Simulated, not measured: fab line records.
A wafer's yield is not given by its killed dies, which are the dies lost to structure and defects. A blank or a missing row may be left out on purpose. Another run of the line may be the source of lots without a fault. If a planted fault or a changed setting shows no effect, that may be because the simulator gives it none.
A struck lot beside a sound one :: flow gf180mcu :: 15 out of 602 route steps
Sound: the wafers L788.2, L788.3, L788.6. Struck: wafer L802.5 (L802.2, L802.3, from the same lot, were not struck and are left out); the cause is given at the end.
For every step that has rows: the tool of each side, followed by ch and its chambers, followed by its first start. Under that, the readings that differ: sound wafers :: struck wafers :: difference of the means :: sigmas: that difference in standard deviations of wafers without a fault.
alike: a reading whose means differ by less than 2 such deviations, as well as words and numbers matching on both sides. not compared: withheld readings; readings where some wafer has no value; bounds like >300 that might hide an equal value; numbers whose values overlap and for which the record gives no deviation.
Wherever a step has rows on one side only, a row that says differs or no value, or a row with sigmas, the two part there. Numbers that don't overlap but have no deviation are shown without sigmas and don't part them. A reading missing from all wafers of one side parts the sides only when that side holds two or more wafers.

GF_MIM_STRIP_20: strips in O2/N2.
  sound on plasma asher-03 ch 0,1, day 26 16:13; struck on plasma asher-02 ch 1, day 30 13:42
reading: oes product au (a.u.)
sound: 0.691 0.701 0.701
struck: 0.687
difference: -0.011
sigmas: -2

reading: strip time to endpoint s (s)
sound: 11.30 11.28 11.26
struck: 11.17
difference: -0.11
sigmas: -2
  alike: drypump motor current A, heater power w
  not compared: rf hours counter h
then, 9 steps without rows for these wafers: GF_MIM_STRIP_21 (strips in post etch residue remover, time 1200 s); GF_MIM_CLEAN_22 (cleans in DIW); GF_M5_DEHYDRATE_00 (time 60 s); GF_M5_HMDS_01 (prime time 60 s); GF_M5_COAT_02 (resist thk 1000 nm); GF_M5_SOFTBAKE_03 (time 60 s); GF_M5_EXPOSE_04 (exposes mask Metal5, target cd 280 nm); GF_M5_PEB_05 (peb time 90 s); GF_M5_DEVELOP_06 (develop time 60 s).
GF_M5_CD_MEAS_07: target cd 280 nm.
  struck on cd sem-01, day 31 08:13; sound on cd sem-02, day 27 13:28
  alike: cd nm
GF_M5_OVL_MEAS_08:
  struck on overlay-01, day 31 08:19; sound on overlay-01, day 27 13:34
  alike: M5_OVL
GF_M5_ETCH_09: etches Si3N4 in CF4/O2, target depth 52 nm, time 11.6 s.
  sound on rie diel-01 ch 0,1,3, day 27 13:36; struck on rie diel-01 ch 3, day 31 08:21
reading: model.etch.depth nm (nm)
sound: 52.77 52.26 51.25
struck: 30.44
difference: -21.65
sigmas: 

reading: model.KrF_of_M5_COAT_02.thk nm (nm)
sound: 950.5 949.3 951.6
struck: 965.9
difference: +15.4
sigmas: 
  alike: drypump motor current A, oes product au, throttle valve pct
  not compared: rf hours counter h
GF_M5_METAL_ETCH_10: etches the open film in Cl2/BCl3, stops on SiO2, target depth 750.8 nm, time 125.1 s.
  sound on rie metal-02 ch 0,1, day 27 13:37; struck on rie metal-04 ch 0, day 31 08:25
reading: drypump motor current A (A)
sound: 4.9 4.9 5.8
struck: 6.3
difference: +1.1
sigmas: +2

reading: throttle valve pct (%)
sound: 28.218 28.219 28.236
struck: 28.245
difference: +0.021
sigmas: +2

reading: model.KrF_of_M5_COAT_02.thk nm (nm)
sound: 645.2 646.8 655.4
struck: 669.9
difference: +20.8
sigmas: 
  alike: oes product au
  not compared: rf hours counter h
GF_M5_STRIP_11: strips in O2/N2.
  sound on plasma asher-04 ch 1, day 27 13:45; struck on plasma asher-02 ch 1, day 31 08:38
reading: heater power w (W)
sound: 376 366 360
struck: 311
difference: -56
sigmas: -2

reading: strip time to endpoint s (s)
sound: 6.99 7.02 7.09
struck: 7.24
difference: +0.21
sigmas: +3
  alike: drypump motor current A, oes product au
  not compared: rf hours counter h

## WHERE THEY PART
Last at GF_M5_STRIP_11 as far as this record goes, first at GF_MIM_STRIP_20.

WHY: whatever the simulator had introduced
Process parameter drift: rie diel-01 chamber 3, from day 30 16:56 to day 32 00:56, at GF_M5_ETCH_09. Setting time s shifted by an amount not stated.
